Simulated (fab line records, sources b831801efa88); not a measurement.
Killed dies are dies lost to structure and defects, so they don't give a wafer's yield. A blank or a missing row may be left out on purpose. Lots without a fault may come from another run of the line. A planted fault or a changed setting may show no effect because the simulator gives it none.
fab line records | flow sky130
record lots=13 wafers=39 last_day=50
route steps=708 shown LDD_HVN@271 METAL1@434 VIA1@473
lots that met no fault: from a run of the same line without faults
start_h: hours from the record's first day to the start of the lot's first wafer shown | wait_h: hours since the lot's step before | " the same as in the row above | L1.1+2: a row that stands for several wafers | - no value, or no start given | * or withheld: withheld | < > ~ a bound
route shown NAME@n: a module of which the file shows steps, and the number in the route of the first | usual: mean/standard deviation of fault-free wafers | same: alike in all rows | chamber/n: place in a boat | sites: the reading at each site | _std_site: their standard deviation | _edge_site: outer sites' mean less inner sites' | radius_mm: how far each site lies from the wafer's centre | mask NAME#n: copy n | behind: the tool/chamber that last shaped the wafer | hold: why the lot was held/for how many hours/how that ended | device: the transistor (n, p or np) that didn't switch | end of line: the same wafers' tests at the end of the route | a step without rows: its recipe alone | killed: dies lost to structure and defects at the first sort, not the wafer's yield | map: a wafer's dies, x killed, . not, _ none there
set.NAME: the setting as run; set.NAME@STEP: as run at that earlier step | model.NAME: the simulator's own value behind a step, which no gauge read
steps of the route over a sample of lots; a table a step, a row a wafer
services: from which hour (start_h, from the record's first day; less than 0 if before it) a tool's chamber was out of use, for how many hours, and why
## steps
# step SKY_LDD_HVN_EXPOSE_04
# recipe mask_id=HVNTM na=0.6 source_shape=conventional sigma_outer=0.6 polarization=unpolarized target_cd_nm=700 dose_mj=127
# columns lot.wafer tool chamber start_h wait_h mask
L880.2+3+6 iline_stepper-01 0 457.01 - HVNTM#0
L883.1+3+4 iline_stepper-02 0 489.70 - HVNTM#0
L885.3+4+6 iline_stepper-01 0 496.23 - HVNTM#0
L884.3+4+6 iline_stepper-01 0 499.92 - HVNTM#0
L886.3+5+6 iline_stepper-01 0 508.91 - HVNTM#0
L888.2+4+5 iline_stepper-01 0 537.16 - HVNTM#0
L889.4+5+6 iline_stepper-02 0 544.46 - HVNTM#0
L890.1+3+4 iline_stepper-01 0 553.44 - HVNTM#0
L891.1+3+6 iline_stepper-02 0 554.94 - HVNTM#0
L893.1+3+4 iline_stepper-02 0 571.67 - HVNTM_R1#0
L894.1+2+6 iline_stepper-02 0 581.57 - HVNTM#0
L895.2+4+5 iline_stepper-02 0 585.49 - HVNTM#0
L902.2+4+5 iline_stepper-01 0 642.66 - HVNTM#0
# step SKY_METAL1_SPUTTER_00
# recipe material=Ti target_thk_nm=15 power_w=3000 time_s=10 chamber_pressure_pa=0.4
# usual throttle_valve_pct=30.1/0.93
# columns lot.wafer tool chamber start_h wait_h throttle_valve_pct
L880.2 pvd_sputter-04 - 743.90 0.1 29.3
L880.3 " - " " 31.6
L880.6 " - " " 29.4
L883.1 pvd_sputter-04 - 773.16 0.1 29.3
L883.3 " - " " 29.5
L883.4 " - " " 31.6
L885.3 pvd_sputter-01 - 778.79 0.2 30.7
L885.4 " - " " 31.3
L885.6 " - " " 31.1
L884.3 pvd_sputter-04 - 781.97 0.1 28.8
L884.4 " - " " 31.6
L884.6 " - " " 29.1
L886.3 pvd_sputter-01 - 790.74 0.1 30.4
L886.5 " - " " 29.4
L886.6 " - " " 30.8
L888.2 pvd_sputter-04 - 813.01 0.2 29.0
L888.4 " - " " 31.5
L888.5 " - " " 29.1
L889.4 pvd_sputter-01 - 820.90 0.2 30.8
L889.5 " - " " 29.8
L889.6 " - " " 30.4
L890.1 pvd_sputter-01 - 828.83 0.1 29.6
L890.3 " - " " 30.3
L890.4 " - " " 31.3
L891.1 pvd_sputter-02 - 831.31 0.2 28.0
L891.3 " - " " 30.2
L891.6 " - " " 30.2
L893.1 pvd_sputter-01 - 845.10 0.2 30.7
L893.3 " - " " 29.6
L893.4 " - " " 30.2
L894.1 pvd_sputter-02 - 853.37 0.1 30.2
L894.2 " - " " 30.1
L894.6 " - " " 30.5
L895.2 pvd_sputter-04 - 855.97 0.1 31.4
L895.4 " - " " 29.6
L895.5 " - " " 29.0
L902.2 pvd_sputter-02 - 905.51 0.2 30.2
L902.4 " - " " 30.8
L902.5 " - " " 28.2
# step SKY_METAL1_METAL_ETCH_19
# recipe target_depth_a=3600 stop_on=SiO2 over_etch_frac=0.3 time_s=78 chemistry=Cl2/BCl3 resist_sidewall_deg=88 pressure_mtorr=10 icp_w=900 bias_w=48.5 Cl2_flow_sccm=60 bcl3_flow_sccm=30
# usual drypump_motor_current_A=5.6/0.38 oes_product_au=0.856/0.0057 rf_fwd_power_W=893/4.2 throttle_valve_pct=22.266/0.0087
# columns lot.wafer tool chamber start_h wait_h drypump_motor_current_A oes_product_au rf_fwd_power_W rf_hours_counter_h throttle_valve_pct
L880.2 rie_metal-01 0 770.88 0.0 6.1 0.854 899 11 22.265
L880.3 " 0 " " 6.1 0.862 903 - 22.265
L880.6 " 0 " " 6.0 0.861 899 - 22.268
L883.1 rie_metal-01 1 800.58 0.0 6.0 0.860 892 7 22.260
L883.3 " 0 " " 6.0 0.853 897 - 22.271
L883.4 " 1 " " 6.0 0.852 891 - 22.260
L885.3 rie_metal-04 0 805.90 0.1 5.1 0.855 893 - 22.263
L885.4 " 1 " " 5.3 0.850 883 - 22.261
L885.6 " 0 " " 5.1 0.846 891 - 22.279
L884.3 rie_metal-04 0 809.01 0.1 5.1 0.862 887 - 22.256
L884.4 " 1 " " 5.2 0.859 886 - 22.264
L884.6 " 0 " " 5.1 0.855 890 - 22.263
L886.3 rie_metal-02 0 818.05 0.1 5.6 0.855 894 - 22.263
L886.5 " 1 " " 6.0 0.855 896 - 22.281
L886.6 " 0 " " 5.6 0.863 888 - 22.279
L888.2 rie_metal-04 1 839.19 0.0 5.3 0.853 889 5 22.271
L888.4 " 0 " " 5.1 0.850 891 - 22.245
L888.5 " 0 " " 5.1 0.849 889 - 22.275
L889.4 rie_metal-02 0 848.06 0.1 5.6 0.848 890 - 22.261
L889.5 " 0 " " 5.6 0.862 892 - 22.267
L889.6 " 1 " " 6.0 0.858 901 - 22.264
L890.1 rie_metal-01 1 855.52 0.0 5.9 0.857 896 9 22.270
L890.3 " 1 " " 5.9 0.859 891 - 22.258
L890.4 " 0 " " 6.0 0.861 895 - 22.276
L891.1 rie_metal-01 1 857.82 0.0 6.0 0.846 892 9 22.271
L891.3 " 0 " " 6.1 0.855 891 - 22.266
L891.6 " 0 " " 6.1 0.855 890 - 22.265
L893.1 rie_metal-04 0 871.63 0.0 5.1 0.856 891 8 22.269
L893.3 " 1 " " 5.2 0.855 890 - 22.273
L893.4 " 0 " " 5.1 0.859 890 - 22.277
L894.1 rie_metal-02 0 880.17 0.0 5.6 0.850 890 13 22.280
L894.2 " 1 " " 6.0 0.867 900 5 22.271
L894.6 " 0 " " 5.6 0.849 891 - 22.269
L895.2 rie_metal-01 1 882.78 0.0 6.0 0.853 893 10 22.261
L895.4 " 1 " " 6.0 0.843 897 - 22.273
L895.5 " 1 " " 6.0 0.846 897 - 22.272
L902.2 rie_metal-01 1 930.58 0.0 6.0 0.850 895 13 22.278
L902.4 " 0 " " 6.0 0.852 897 - 22.248
L902.5 " 0 " " 6.0 0.858 901 - 22.286
# step SKY_VIA1_ETCH_15
# recipe target=SiO2 chemistry=C4F8/O2/Ar target_depth_nm=351 stop_on=TiN mask_material=KrF-thick source_w=1500 bias_w=1200 pressure_mtorr=40 c4f8_flow_sccm=withheld O2_flow_sccm=6 Ar_flow_sccm=300 time_s=54
# usual oes_product_au=0.982/0.0052 rf_fwd_power_W=1487/5.5
# columns lot.wafer tool chamber start_h wait_h oes_product_au rf_fwd_power_W rf_hours_counter_h
L880.2 rie_diel-02 3 799.47 0.0 0.983 1493 12
L880.3 " 1 " " 0.979 1486 2
L880.6 " 0 " " 0.976 1485 -
L883.1 rie_diel-01 2 828.47 0.0 0.989 1497 15
L883.3 " 0 " " 0.992 1486 6
L883.4 " 1 " " 0.981 1487 11
L885.3 rie_diel-02 2 833.47 0.0 0.983 1487 9
L885.4 " 3 " " 0.985 1484 13
L885.6 " 2 " " 0.988 1488 -
L884.3 rie_diel-02 3 836.88 0.0 0.971 1490 13
L884.4 " 0 " " 0.979 1486 17
L884.6 " 0 " " 0.982 1479 -
L886.3 rie_diel-02 0 845.77 0.0 0.987 1496 18
L886.5 " 1 " " 0.982 1487 -
L886.6 " 0 " " 0.989 1490 -
L888.2 rie_diel-03 0 866.67 0.0 0.977 1489 21
L888.4 " 2 " " 0.984 1481 -
L888.5 " 0 " " 0.993 1483 -
L889.4 rie_diel-02 1 875.84 0.0 0.984 1483 -
L889.5 " 0 " " 0.973 1491 -
L889.6 " 2 " " 0.975 1488 -
L890.1 rie_diel-02 2 882.97 0.0 0.983 1495 11
L890.3 " 1 " " 0.973 1485 4
L890.4 " 2 " " 0.978 1497 -
L891.1 rie_diel-03 1 885.23 0.0 0.984 1474 9
L891.3 " 2 " " 0.972 1482 9
L891.6 " 2 " " 0.988 1489 -
L893.1 rie_diel-02 2 898.43 0.0 0.982 1486 11
L893.3 " 0 " " 0.981 1491 19
L893.4 " 1 " " 0.973 1488 -
L894.1 rie_diel-01 0 907.08 0.0 0.980 1485 9
L894.2 " 2 " " 0.979 1496 18
L894.6 " 3 " " 0.979 1492 -
L895.2 rie_diel-03 2 908.57 0.0 0.985 1481 10
L895.4 " 3 " " 0.986 1484 -
L895.5 " 2 " " 0.978 1479 -
L902.2 rie_diel-03 2 956.70 0.0 0.989 1473 11
L902.4 " 0 " " 0.996 1493 23
L902.5 " 1 " " 0.992 1478 -
## services
# columns tool chamber start_h hours kind
iline_stepper-02 - 446.37 3.9 repair
iline_stepper-02 - 491.54 4.1 repair
iline_stepper-02 - 492.76 8.2 repair
iline_stepper-02 - 500.92 1.7 pm
iline_stepper-01 - 523.73 10.3 repair
iline_stepper-02 - 570.37 1.0 repair
rie_diel-02 2 576.43 4.3 repair
rie_diel-02 3 601.96 3.3 repair
rie_metal-01 1 623.55 7.6 repair
rie_diel-02 2 633.13 7.7 repair
iline_stepper-01 - 646.16 1.7 pm
rie_diel-02 - 652.93 1.1 repair
iline_stepper-01 - 672.75 9.4 repair
iline_stepper-02 - 714.91 1.7 pm
iline_stepper-02 - 749.61 2.1 pm
iline_stepper-01 - 804.92 2.1 pm
rie_metal-01 - 806.20 2.8 pm
iline_stepper-02 - 815.23 2.7 repair
iline_stepper-02 - 837.32 3.7 repair
iline_stepper-01 - 864.34 1.7 pm
rie_diel-02 3 869.99 31.2 repair
rie_diel-02 - 922.45 28.1 pm
iline_stepper-01 - 922.71 4.4 pm
rie_diel-02 - 953.94 0.1 repair
## key
first_sign step=SKY_LDD_HVN_EXPOSE_04 reading=mask direction=changed
effect none on later readings
met_at SKY_LDD_HVN_EXPOSE_04
struck_lots L893
tester_left_out L893
not_acting_at SKY_METAL1_SPUTTER_00,SKY_METAL1_METAL_ETCH_19,SKY_VIA1_ETCH_15
onset_between 554.94 571.67
fault kind=wrong_mask tool=any chamber=- onset_h=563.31 steps=SKY_LDD_HVN_EXPOSE_04 aux_copy=HVNTM_R1#0 cd_offset_nm=105 scope=struck_lots_only
# tester_left_out: of these lots the tester's yield and bins aren't shown, on N5 and GAA mostly nor the transistor test; their killed dies are dies lost to structure and defects alone, not to doping, threshold or leakage, so they don't give the yield
